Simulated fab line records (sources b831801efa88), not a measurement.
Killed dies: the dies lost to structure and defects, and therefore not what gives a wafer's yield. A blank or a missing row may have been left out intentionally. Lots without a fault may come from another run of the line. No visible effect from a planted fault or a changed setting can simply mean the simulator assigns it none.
The tool behind it: which one? | flow gf180mcu | 39 wafers from 13 lots sampled at 3 of the route's 602 steps

## WHAT EACH GAUGE READ, for each wafer
GF_VT_IMPLANT_OVL_MEAS_18.
lot  | measured     | on         | VT_IMPLANT_01_OVL (nm)
L916 | day 6 12:19  | overlay-02 | 0.8 1.1 0.2
L917 | day 6 17:00  | overlay-02 | 0.5 0.4 1.0
L919 | day 7 04:37  | overlay-02 | 1.5 -0.1 1.5
L920 | day 7 13:43  | overlay-01 | 2.3 1.6 1.1
L921 | day 7 19:56  | overlay-02 | 0.7 -1.7 -1.3
L922 | day 8 01:43  | overlay-01 | -1.5 0.0 -0.9
L923 | day 8 08:51  | overlay-01 | 1.7 -0.2 1.0
L924 | day 8 15:43  | overlay-02 | -0.3 -1.1 0.3
L925 | day 8 20:44  | overlay-01 | -0.1 0.6 -0.4
L934 | day 11 06:44 | overlay-01 | 0.5 -1.8 -0.5
L935 | day 11 12:11 | overlay-02 | 0.3 1.2 0.1
L937 | day 12 00:22 | overlay-02 | 1.1 0.3 0.0
L938 | day 12 10:58 | overlay-02 | -1.5 -1.4 -1.7

GF_POLY_GATE_OVL_MEAS_11.
lot  | measured     | on         | POLY_GATE_OVL (nm)
L916 | day 9 11:50  | overlay-02 | 13 8 9
L917 | day 9 18:44  | overlay-01 | 0 6 4
L919 | day 10 06:13 | overlay-02 | 5 6 6
L920 | day 10 15:44 | overlay-02 | 11 11 5
L921 | day 10 22:58 | overlay-01 | 6 5 7
L922 | day 11 06:01 | overlay-01 | -4 3 2
L923 | day 11 14:41 | overlay-01 | 5 -2 -4
L924 | day 11 22:34 | overlay-02 | 1 0 3
L925 | day 12 05:07 | overlay-02 | 7 10 0
L934 | day 14 18:58 | overlay-01 | -1 4 7
L935 | day 15 02:46 | overlay-02 | 9 1 5
L937 | day 15 14:14 | overlay-02 | -6 3 -8
L938 | day 16 05:25 | overlay-02 | 2 -9 -4

## WHAT TOOL EACH LOT RAN ON (gives the tool, then ch and the chambers of the sampled wafers, and finally the start)
lot  | GF_DUAL_GATE_STRIP_13
L916 | plasma-asher-03 ch 0,1, day 8 15:25
L917 | plasma-asher-02 ch 0,1, day 8 22:05
L919 | plasma-asher-02 ch 0,1, day 9 09:10
L920 | plasma-asher-02 ch 0,1, day 9 18:49
L921 | plasma-asher-02 ch 0,1, day 10 02:20
L922 | plasma-asher-04 ch 0,1, day 10 06:43
L923 | plasma-asher-03 ch 0,1, day 10 16:49
L924 | plasma-asher-04 ch 0,1, day 11 00:10
L925 | plasma-asher-04 ch 0,1, day 11 06:13
L934 | plasma-asher-04 ch 0,1, day 13 18:05
L935 | plasma-asher-04 ch 0,1, day 14 00:17
L937 | plasma-asher-04 ch 0,1, day 14 13:24
L938 | plasma-asher-03 ch 0,1, day 15 03:40
- GF_DUAL_GATE_STRIP_13: strips in O2/N2.

## WHAT THE TOOLS THEMSELVES READ (means of the sampled wafers that have a number; where no wafer has one, the mark that the record gives instead)
GF_DUAL_GATE_STRIP_13.
lot  | tool            | drypump-motor-current-A (A) | heater-power-w (W) | oes-product-au (a.u.) | strip-time-to-endpoint-s (s)
L916 | plasma-asher-03 | 6.0                         | 312                | 0.717                 | 12.59
L917 | plasma-asher-02 | 6.0                         | 370                | 0.717                 | 12.63
L919 | plasma-asher-02 | 6.1                         | 391                | 0.718                 | 12.64
L920 | plasma-asher-02 | 6.1                         | 391                | 0.714                 | 12.61
L921 | plasma-asher-02 | 6.1                         | 395                | 0.710                 | 12.59
L922 | plasma-asher-04 | 5.2                         | 338                | 0.718                 | 12.68
L923 | plasma-asher-03 | 6.0                         | 319                | 0.718                 | 12.64
L924 | plasma-asher-04 | 5.2                         | 333                | 0.721                 | 12.59
L925 | plasma-asher-04 | 5.2                         | 338                | 0.849                 | -
L934 | plasma-asher-04 | 5.3                         | 357                | 0.716                 | 12.64
L935 | plasma-asher-04 | 5.3                         | 333                | 0.711                 | 12.63
L937 | plasma-asher-04 | 5.3                         | 355                | 0.714                 | 12.58
L938 | plasma-asher-03 | 5.6                         | 299                | 0.719                 | 12.59

## THE ANSWER, worked out from the rows above alone
Rule: usual is defined by the lots themselves. The widest of any qualifying gaps counts: lots, ordered by their means at a reading, are off when they make up no more than a third of the lots, leave a main group of 4 or more, and stand apart from it by 3 or more times the standard deviation of that group's means. If all means in a main group match to the digits the tables above print for the reading, that group is not used. Also off: a lot with no number at a reading for which 4 or more lots have one. Any other lot the step has rows for is counted as sound. Order of review: gauges by route order, followed by the tools' own readings, for which a lot's mean as printed above is used. At the first step where some lot is off, the reading lying furthest off is the one used; lots without a number count as furthest.
Off at GF_DUAL_GATE_STRIP_13 (strip-time-to-endpoint-s): L925. Without a number there: L925. Mean 12.62 s and standard deviation 0.029 in the main group.
If a tool, at that step or one of the process steps before it, ran each lot that is off and ran no sound lot following the first of them, it fits. None of those tried fits.

## WHAT THE SIMULATOR HAD INSERTED
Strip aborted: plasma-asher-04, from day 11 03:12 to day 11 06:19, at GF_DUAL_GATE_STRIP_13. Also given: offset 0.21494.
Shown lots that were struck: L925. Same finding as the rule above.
